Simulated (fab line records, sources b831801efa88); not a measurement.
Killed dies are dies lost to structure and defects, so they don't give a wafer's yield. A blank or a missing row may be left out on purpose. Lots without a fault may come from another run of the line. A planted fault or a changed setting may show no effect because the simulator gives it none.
A sampling plan put to the test | flow sky130 | one fab line, 53 faults that these records tell of, each judged on the records of the lots that it struck
The plan is the line's own looks: the steps of the route at which a gauge or an inspection reads the wafer and doesn't change it. A look can be judged if struck wafers have a number there and the file gives its usual mean and standard deviation on fault-free wafers. Caught: at a look after the fault's first step, the mean of the struck wafers lies 4 or more of those standard deviations (sigma) from the usual mean. On the tool: the same test on the tool's own readings at the fault's steps. Another recipe on the struck wafers, or a record that is blank for them alone, also counts as caught.

THE FAULTS, as the simulator had put them in
1. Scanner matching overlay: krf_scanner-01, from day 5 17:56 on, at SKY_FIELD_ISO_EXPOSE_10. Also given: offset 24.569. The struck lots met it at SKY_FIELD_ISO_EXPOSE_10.
2. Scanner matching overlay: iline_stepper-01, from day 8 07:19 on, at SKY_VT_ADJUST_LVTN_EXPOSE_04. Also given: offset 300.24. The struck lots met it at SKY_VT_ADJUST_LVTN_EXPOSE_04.
3. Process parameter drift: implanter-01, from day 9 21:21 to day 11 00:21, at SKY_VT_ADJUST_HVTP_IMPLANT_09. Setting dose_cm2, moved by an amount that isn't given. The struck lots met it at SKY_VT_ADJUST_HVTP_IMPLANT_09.
4. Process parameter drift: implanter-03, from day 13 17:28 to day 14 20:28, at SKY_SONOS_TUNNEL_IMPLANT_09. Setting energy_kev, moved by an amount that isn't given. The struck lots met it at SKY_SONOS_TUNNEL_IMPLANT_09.
5. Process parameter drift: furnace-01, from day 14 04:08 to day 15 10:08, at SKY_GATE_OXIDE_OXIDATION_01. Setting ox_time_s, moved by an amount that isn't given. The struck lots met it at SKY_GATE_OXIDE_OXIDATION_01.
6. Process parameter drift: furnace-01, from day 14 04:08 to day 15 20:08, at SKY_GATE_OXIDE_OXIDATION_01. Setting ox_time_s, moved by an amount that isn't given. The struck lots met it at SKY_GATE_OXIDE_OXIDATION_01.
7. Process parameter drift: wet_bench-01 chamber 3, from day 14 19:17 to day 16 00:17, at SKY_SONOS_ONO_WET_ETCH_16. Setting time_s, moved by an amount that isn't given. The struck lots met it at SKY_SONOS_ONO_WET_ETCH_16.
8. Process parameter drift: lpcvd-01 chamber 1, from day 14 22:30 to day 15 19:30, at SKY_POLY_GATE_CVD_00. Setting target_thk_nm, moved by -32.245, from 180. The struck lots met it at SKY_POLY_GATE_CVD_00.
9. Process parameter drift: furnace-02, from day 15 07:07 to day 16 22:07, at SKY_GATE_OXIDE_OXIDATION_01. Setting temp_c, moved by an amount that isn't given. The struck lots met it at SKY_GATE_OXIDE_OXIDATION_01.
10. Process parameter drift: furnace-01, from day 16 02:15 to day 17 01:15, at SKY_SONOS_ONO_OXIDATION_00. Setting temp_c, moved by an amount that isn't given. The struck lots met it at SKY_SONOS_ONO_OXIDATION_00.
11. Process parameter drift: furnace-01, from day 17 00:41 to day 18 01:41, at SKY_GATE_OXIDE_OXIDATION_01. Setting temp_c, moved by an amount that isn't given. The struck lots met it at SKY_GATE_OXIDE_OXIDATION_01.
12. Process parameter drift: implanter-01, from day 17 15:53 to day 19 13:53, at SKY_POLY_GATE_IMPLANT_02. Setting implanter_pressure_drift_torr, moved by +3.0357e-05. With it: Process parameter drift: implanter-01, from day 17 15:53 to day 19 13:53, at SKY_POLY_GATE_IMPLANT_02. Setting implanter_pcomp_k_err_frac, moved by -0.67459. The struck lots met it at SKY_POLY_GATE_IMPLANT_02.
13. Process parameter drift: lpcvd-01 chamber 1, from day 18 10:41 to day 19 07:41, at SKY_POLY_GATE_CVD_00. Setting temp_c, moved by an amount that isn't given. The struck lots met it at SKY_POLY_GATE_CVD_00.
14. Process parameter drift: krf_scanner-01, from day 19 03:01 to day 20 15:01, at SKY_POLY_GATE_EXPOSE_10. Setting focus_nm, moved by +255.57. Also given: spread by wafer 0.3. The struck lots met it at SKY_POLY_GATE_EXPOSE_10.
15. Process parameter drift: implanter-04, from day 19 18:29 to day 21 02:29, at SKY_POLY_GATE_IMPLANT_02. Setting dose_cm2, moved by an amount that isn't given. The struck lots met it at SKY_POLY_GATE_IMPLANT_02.
16. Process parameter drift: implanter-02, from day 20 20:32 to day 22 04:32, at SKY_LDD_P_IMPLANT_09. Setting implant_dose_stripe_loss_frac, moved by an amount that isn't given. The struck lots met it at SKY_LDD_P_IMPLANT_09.
17. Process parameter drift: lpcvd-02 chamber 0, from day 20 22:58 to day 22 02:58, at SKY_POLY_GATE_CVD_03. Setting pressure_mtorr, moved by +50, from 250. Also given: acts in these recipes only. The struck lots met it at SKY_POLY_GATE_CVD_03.
18. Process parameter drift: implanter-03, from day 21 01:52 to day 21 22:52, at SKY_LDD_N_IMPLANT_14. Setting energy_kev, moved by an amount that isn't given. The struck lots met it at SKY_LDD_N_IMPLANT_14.
19. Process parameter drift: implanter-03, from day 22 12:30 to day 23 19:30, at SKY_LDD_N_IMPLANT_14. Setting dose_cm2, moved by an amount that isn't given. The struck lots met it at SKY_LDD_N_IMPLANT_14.
20. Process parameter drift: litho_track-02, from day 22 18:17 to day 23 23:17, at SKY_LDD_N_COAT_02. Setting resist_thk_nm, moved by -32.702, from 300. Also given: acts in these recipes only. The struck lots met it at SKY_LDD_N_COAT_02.
21. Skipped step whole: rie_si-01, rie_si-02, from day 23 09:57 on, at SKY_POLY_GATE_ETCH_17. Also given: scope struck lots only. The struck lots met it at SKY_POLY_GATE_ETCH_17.
22. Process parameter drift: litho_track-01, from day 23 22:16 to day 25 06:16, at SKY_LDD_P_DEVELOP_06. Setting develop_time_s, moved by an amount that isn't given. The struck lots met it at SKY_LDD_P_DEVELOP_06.
23. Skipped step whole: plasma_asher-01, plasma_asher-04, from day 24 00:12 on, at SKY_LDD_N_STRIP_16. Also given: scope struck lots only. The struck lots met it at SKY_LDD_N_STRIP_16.
24. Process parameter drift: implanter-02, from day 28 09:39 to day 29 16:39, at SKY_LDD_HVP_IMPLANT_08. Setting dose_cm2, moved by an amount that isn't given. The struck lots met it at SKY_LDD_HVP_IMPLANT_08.
25. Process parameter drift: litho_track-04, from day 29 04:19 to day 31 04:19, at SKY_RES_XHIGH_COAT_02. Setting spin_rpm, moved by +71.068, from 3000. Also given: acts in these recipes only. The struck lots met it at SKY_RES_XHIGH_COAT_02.
26. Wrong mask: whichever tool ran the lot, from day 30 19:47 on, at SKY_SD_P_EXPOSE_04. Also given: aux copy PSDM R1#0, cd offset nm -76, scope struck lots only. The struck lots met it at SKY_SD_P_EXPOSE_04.
27. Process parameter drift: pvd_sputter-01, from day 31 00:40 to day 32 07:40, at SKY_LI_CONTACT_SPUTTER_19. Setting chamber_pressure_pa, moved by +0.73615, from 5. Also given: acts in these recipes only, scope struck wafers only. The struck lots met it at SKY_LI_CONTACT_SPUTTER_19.
28. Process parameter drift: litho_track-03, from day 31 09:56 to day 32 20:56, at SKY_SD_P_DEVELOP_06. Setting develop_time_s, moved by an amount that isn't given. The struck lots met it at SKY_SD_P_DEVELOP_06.
29. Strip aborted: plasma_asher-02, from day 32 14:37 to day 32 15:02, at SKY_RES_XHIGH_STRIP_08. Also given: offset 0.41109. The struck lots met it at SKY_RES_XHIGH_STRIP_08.
30. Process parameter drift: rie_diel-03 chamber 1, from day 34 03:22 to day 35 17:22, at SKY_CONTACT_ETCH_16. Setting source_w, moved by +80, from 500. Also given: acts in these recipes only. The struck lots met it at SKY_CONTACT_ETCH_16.
31. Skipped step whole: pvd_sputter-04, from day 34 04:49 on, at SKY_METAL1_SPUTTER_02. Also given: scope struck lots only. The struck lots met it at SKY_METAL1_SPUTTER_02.
32. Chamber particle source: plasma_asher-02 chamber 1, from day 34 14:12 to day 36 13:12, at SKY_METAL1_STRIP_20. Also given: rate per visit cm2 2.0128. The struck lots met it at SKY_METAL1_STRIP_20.
33. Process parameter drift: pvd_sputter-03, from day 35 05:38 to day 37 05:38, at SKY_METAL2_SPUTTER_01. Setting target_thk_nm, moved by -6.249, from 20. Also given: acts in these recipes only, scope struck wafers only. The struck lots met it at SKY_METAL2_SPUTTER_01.
34. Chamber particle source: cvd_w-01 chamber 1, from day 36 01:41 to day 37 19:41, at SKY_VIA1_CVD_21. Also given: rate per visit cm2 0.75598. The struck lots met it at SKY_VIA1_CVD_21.
35. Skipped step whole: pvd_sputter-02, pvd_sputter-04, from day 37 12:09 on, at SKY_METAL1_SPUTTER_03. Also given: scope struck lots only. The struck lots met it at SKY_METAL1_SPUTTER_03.
36. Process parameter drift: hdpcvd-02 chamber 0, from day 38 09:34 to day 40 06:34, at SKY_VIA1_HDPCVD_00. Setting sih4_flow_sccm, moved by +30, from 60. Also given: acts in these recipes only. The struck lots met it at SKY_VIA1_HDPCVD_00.
37. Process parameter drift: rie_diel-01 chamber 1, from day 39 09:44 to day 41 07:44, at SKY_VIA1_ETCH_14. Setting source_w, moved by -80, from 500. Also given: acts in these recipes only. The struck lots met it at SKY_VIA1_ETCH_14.
38. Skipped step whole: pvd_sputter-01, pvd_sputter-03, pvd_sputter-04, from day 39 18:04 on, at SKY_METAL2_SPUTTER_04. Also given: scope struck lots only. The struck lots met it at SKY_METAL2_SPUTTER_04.
39. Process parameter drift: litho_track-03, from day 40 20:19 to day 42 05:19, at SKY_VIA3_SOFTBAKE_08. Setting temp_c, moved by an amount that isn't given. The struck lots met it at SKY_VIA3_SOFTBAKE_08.
40. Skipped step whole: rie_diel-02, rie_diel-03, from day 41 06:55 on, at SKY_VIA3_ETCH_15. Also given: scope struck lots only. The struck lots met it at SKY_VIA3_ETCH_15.
41. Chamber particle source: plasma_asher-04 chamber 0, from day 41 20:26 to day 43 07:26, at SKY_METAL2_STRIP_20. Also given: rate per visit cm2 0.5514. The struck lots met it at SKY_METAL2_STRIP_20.
42. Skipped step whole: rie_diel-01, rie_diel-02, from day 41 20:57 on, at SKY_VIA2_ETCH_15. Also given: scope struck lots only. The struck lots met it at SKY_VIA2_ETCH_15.
43. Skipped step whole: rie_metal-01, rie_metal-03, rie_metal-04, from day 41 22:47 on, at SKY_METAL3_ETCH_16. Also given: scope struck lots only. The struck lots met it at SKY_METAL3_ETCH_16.
44. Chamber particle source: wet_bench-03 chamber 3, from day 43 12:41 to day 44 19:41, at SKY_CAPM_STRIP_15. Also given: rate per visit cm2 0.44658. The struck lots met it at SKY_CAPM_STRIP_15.
45. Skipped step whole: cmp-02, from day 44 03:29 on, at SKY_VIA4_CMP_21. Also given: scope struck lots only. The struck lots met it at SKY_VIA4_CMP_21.
46. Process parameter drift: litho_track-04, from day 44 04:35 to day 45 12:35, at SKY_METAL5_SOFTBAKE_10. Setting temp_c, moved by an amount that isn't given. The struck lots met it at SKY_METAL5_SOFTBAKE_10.
47. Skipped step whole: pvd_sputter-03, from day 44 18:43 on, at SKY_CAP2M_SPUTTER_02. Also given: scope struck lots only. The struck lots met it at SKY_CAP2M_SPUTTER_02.
48. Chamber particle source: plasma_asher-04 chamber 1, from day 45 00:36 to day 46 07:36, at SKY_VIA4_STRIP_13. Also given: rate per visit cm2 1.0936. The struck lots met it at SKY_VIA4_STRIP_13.
49. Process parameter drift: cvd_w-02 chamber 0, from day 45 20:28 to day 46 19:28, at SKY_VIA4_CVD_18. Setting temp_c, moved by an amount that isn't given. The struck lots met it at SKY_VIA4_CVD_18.
50. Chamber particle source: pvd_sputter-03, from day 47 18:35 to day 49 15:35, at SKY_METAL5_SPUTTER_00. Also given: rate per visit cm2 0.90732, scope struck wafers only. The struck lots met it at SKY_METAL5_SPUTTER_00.
51. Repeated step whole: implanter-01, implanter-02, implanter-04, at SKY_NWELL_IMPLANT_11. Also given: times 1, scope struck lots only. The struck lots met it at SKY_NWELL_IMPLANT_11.
52. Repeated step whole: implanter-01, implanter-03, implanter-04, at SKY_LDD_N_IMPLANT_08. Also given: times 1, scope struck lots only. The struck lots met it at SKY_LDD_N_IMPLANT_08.
53. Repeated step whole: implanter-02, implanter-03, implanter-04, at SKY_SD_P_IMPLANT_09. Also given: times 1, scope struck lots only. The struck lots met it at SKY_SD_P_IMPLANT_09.

WHAT THE PLAN SAW
fault | on the tool itself                               | first look that catches it                      | reading, sigma                                    | median hours from its first step to that look | hours from the fault's start to the first struck lot there | judged looks passed uncaught
1     | no reading that can be judged                    | no look after it can be judged                  | -                                                 | -                                             | -                                                          | 0
2     | under 2 sigma                                    | SKY_VT_ADJUST_LVTN_OVL_MEAS_07                  | VT_ADJUST_LVTN_OVL +99 or beyond                  | 10.3                                          | 27                                                         | 0
3     | dose_ions_cm2 +99 or beyond sigma                | SKY_VT_ADJUST_HVTP_TW_MEAS_11                   | VT_ADJUST_HVTP_TW +5.2                            | 0.2                                           | 3                                                          | 0
4     | beam_energy_keV +99 or beyond sigma              | no look after it can be judged                  | -                                                 | -                                             | -                                                          | 0
5     | under 2 sigma                                    | SKY_GATE_OXIDE_THK_MEAS_02                      | GATE_OXIDE_OXIDATION_00_THK -21                   | 1.4                                           | 9                                                          | 0
6     | under 2 sigma                                    | SKY_GATE_OXIDE_THK_MEAS_02                      | GATE_OXIDE_OXIDATION_00_THK +7.0                  | 1.4                                           | 9                                                          | 0
7     | run_length_s -34 sigma                           | none of the 4 looks that can be judged after it | -                                                 | -                                             | -                                                          | 4
8     | under 2 sigma                                    | SKY_POLY_GATE_THK_MEAS_01                       | POLY_GATE_CVD_00_THK -17                          | 1.5                                           | 6                                                          | 0
9     | spike_tc_upper_C -13 sigma                       | SKY_GATE_OXIDE_THK_MEAS_02                      | GATE_OXIDE_OXIDATION_00_THK -7.3                  | 1.4                                           | 5                                                          | 0
10    | tube_center_temp_C +99 or beyond sigma           | SKY_SONOS_ONO_THK_MEAS_01                       | SONOS_ONO_OXIDATION_THK +14                       | 1.3                                           | 5                                                          | 0
11    | tube_center_temp_C -99 or beyond sigma           | SKY_GATE_OXIDE_THK_MEAS_02                      | GATE_OXIDE_OXIDATION_00_THK -10                   | 1.4                                           | 11                                                         | 0
12    | end_station_pressure_torr +30 sigma              | not the one look that can be judged after it    | -                                                 | -                                             | -                                                          | 1
13    | spike_tc_centre_C -12 sigma                      | SKY_POLY_GATE_THK_MEAS_01                       | POLY_GATE_CVD_00_THK -25                          | 1.2                                           | 11                                                         | 0
14    | exposure_dose_mJ_cm2 -36 sigma                   | SKY_POLY_GATE_CD_MEAS_13                        | cd_nm -17                                         | 14.8                                          | 38                                                         | 0
15    | dose_ions_cm2 +99 or beyond sigma                | none of the 2 looks that can be judged after it | -                                                 | -                                             | -                                                          | 2
16    | under 2 sigma                                    | none of the 5 looks that can be judged after it | strongest: LDD_P_TW at SKY_LDD_P_TW_MEAS_11, -2.0 | -                                             | -                                                          | 5
17    | pressure_mtorr +97 sigma                         | SKY_POLY_GATE_THK_MEAS_04                       | POLY_GATE_CVD_03_THK +6.3                         | 1.4                                           | 9                                                          | 0
18    | beam_energy_keV -99 or beyond sigma              | no look after it can be judged                  | -                                                 | -                                             | -                                                          | 0
19    | dose_ions_cm2 -99 or beyond sigma                | no look after it can be judged                  | -                                                 | -                                             | -                                                          | 0
20    | under 2 sigma                                    | no look after it can be judged                  | -                                                 | -                                             | -                                                          | 0
21    | the tool's record is blank for the struck wafers | no look after it can be judged                  | -                                                 | -                                             | -                                                          | 0
22    | under 2 sigma                                    | SKY_LDD_P_CD_MEAS_07                            | cd_nm -14                                         | 0.2                                           | 14                                                         | 0
23    | the tool's record is blank for the struck wafers | SKY_LDD_P_TW_MEAS_11                            | LDD_P_TW -96                                      | 30.3                                          | 30                                                         | 0
24    | dose_ions_cm2 +32 sigma                          | no look after it can be judged                  | -                                                 | -                                             | -                                                          | 0
25    | spin_speed_rpm +29 sigma                         | no look after it can be judged                  | -                                                 | -                                             | -                                                          | 0
26    | under 2 sigma                                    | SKY_SD_P_CD_MEAS_07                             | cd_nm -26                                         | 14.3                                          | 14                                                         | 0
27    | chamber_pressure_pa +89 sigma                    | no look after it can be judged                  | -                                                 | -                                             | -                                                          | 0
28    | no reading that can be judged                    | SKY_SD_P_CD_MEAS_07                             | cd_nm -30                                         | 0.2                                           | 0                                                          | 0
29    | oes_product_au +54 sigma                         | SKY_SD_N_TW_MEAS_12                             | SD_N_TW -99 or beyond                             | 27.2                                          | 28                                                         | 0
30    | rf_fwd_power_W +40 sigma                         | no look after it can be judged                  | -                                                 | -                                             | -                                                          | 0
31    | the tool's record is blank for the struck wafers | SKY_METAL1_RS_MEAS_05                           | METAL1_ALCU_RS +99 or beyond                      | 0.1                                           | 6                                                          | 0
32    | under 2 sigma                                    | none of the 2 looks that can be judged after it | -                                                 | -                                             | -                                                          | 2
33    | under 2 sigma                                    | no look after it can be judged                  | -                                                 | -                                             | -                                                          | 0
34    | under 2 sigma                                    | not the one look that can be judged after it    | -                                                 | -                                             | -                                                          | 1
35    | the tool's record is blank for the struck wafers | no look after it can be judged                  | -                                                 | -                                             | -                                                          | 0
36    | sih4_flow_sccm +99 or beyond sigma               | SKY_VIA1_THK_MEAS_01                            | VIA1_HDPCVD_THK +45                               | 0.1                                           | 1                                                          | 0
37    | rf_fwd_power_W -39 sigma                         | no look after it can be judged                  | -                                                 | -                                             | -                                                          | 0
38    | the tool's record is blank for the struck wafers | SKY_METAL2_THK_MEAS_06                          | METAL2_ALCU_THK +9.8                              | 0.2                                           | 2                                                          | 0
39    | heater_power_total_W +41 sigma                   | none of the 2 looks that can be judged after it | -                                                 | -                                             | -                                                          | 2
40    | the tool's record is blank for the struck wafers | no look after it can be judged                  | -                                                 | -                                             | -                                                          | 0
41    | under 2 sigma                                    | none of the 3 looks that can be judged after it | -                                                 | -                                             | -                                                          | 3
42    | the tool's record is blank for the struck wafers | no look after it can be judged                  | -                                                 | -                                             | -                                                          | 0
43    | the tool's record is blank for the struck wafers | no look after it can be judged                  | -                                                 | -                                             | -                                                          | 0
44    | no reading that can be judged                    | no look after it can be judged                  | -                                                 | -                                             | -                                                          | 0
45    | the tool's record is blank for the struck wafers | no look after it can be judged                  | -                                                 | -                                             | -                                                          | 0
46    | heater_power_total_W -57 sigma                   | no look after it can be judged                  | -                                                 | -                                             | -                                                          | 0
47    | the tool's record is blank for the struck wafers | no look after it can be judged                  | -                                                 | -                                             | -                                                          | 0
48    | under 2 sigma                                    | no look after it can be judged                  | -                                                 | -                                             | -                                                          | 0
49    | susceptor_temp_C -39 sigma                       | SKY_VIA4_RS_MEAS_19                             | VIA4_W_RS +6.4                                    | 0.1                                           | 7                                                          | 0
50    | under 2 sigma                                    | no look after it can be judged                  | -                                                 | -                                             | -                                                          | 0
51    | under 2 sigma                                    | SKY_NWELL_TW_MEAS_15                            | NWELL_TW +22                                      | 1.0                                           | -                                                          | 0
52    | under 2 sigma                                    | not the one look that can be judged after it    | strongest: LDD_N_TW at SKY_LDD_N_TW_MEAS_17, +3.6 | -                                             | -                                                          | 1
53    | no reading that can be judged                    | SKY_SD_P_TW_MEAS_11                             | SD_P_TW +13                                       | 0.6                                           | -                                                          | 0
A dash: the fault isn't caught, or these records don't give the number.

Caught at a look: 22 of 53. Caught on the tool: 33 of 53. By one or the other: 42 of 53.
Caught on the tool alone: faults 4, 7, 12, 15, 18, 19, 21, 24, 25, 27, 30, 35, 37, 39, 40, 42, 43, 45, 46, 47.
Caught at a look alone: faults 2, 5, 6, 8, 22, 26, 28, 51, 53.
Caught by neither: faults 1, 16, 20, 32, 33, 34, 41, 44, 48, 50, 52.

THINNER SAMPLING
If the look that catches a fault measured only every second or every third lot, by lot number, the first struck lot would be measured this late in the worst case:
fault | struck lots at that look, in order of time | every lot | every second lot | every third lot
2     | L698, L700                                 | 27 h      | may miss all 2   | may miss all 2
3     | L618, L619                                 | 3 h       | 7 h              | may miss all 2
5     | L297, L298                                 | 9 h       | 10 h             | may miss all 2
6     | L957, L958                                 | 9 h       | 10 h             | may miss all 2
8     | L924, L925                                 | 6 h       | 21 h             | may miss all 2
9     | L430, L431, L433                           | 5 h       | 14 h             | may miss all 3
10    | L750, L753                                 | 5 h       | 23 h             | may miss all 2
11    | L290, L291, L292                           | 11 h      | 17 h             | 22 h
13    | L564, L565                                 | 11 h      | 17 h             | may miss all 2
14    | L564                                       | 38 h      | may miss it      | may miss it
17    | L381                                       | 9 h       | may miss it      | may miss it
22    | L944, L946                                 | 14 h      | may miss all 2   | may miss all 2
23    | L193, L194, L195                           | 30 h      | 40 h             | 45 h
26    | L931                                       | 14 h      | may miss it      | may miss it
28    | L757, L759, L762                           | 0 h       | 10 h             | may miss all 3
29    | L573                                       | 28 h      | may miss it      | may miss it
31    | L713, L714, L715                           | 6 h       | 11 h             | 18 h
36    | L476, L477                                 | 1 h       | 3 h              | may miss all 2
38    | L232, L233, L234                           | 2 h       | 7 h              | 22 h
49    | L416                                       | 7 h       | may miss it      | may miss it
Hours are from the fault's start to the first struck lot that is measured. The limit of 4 sigma was tested on all struck wafers together, so one lot alone may lie under it. Other struck lots may not be in these records.

THE LONGEST TIMED WAY FROM STEP TO LOOK
Fault 23: a median of 30.3 hours passes between SKY_LDD_N_STRIP_16 and SKY_LDD_P_TW_MEAS_11. No look between them can be judged.
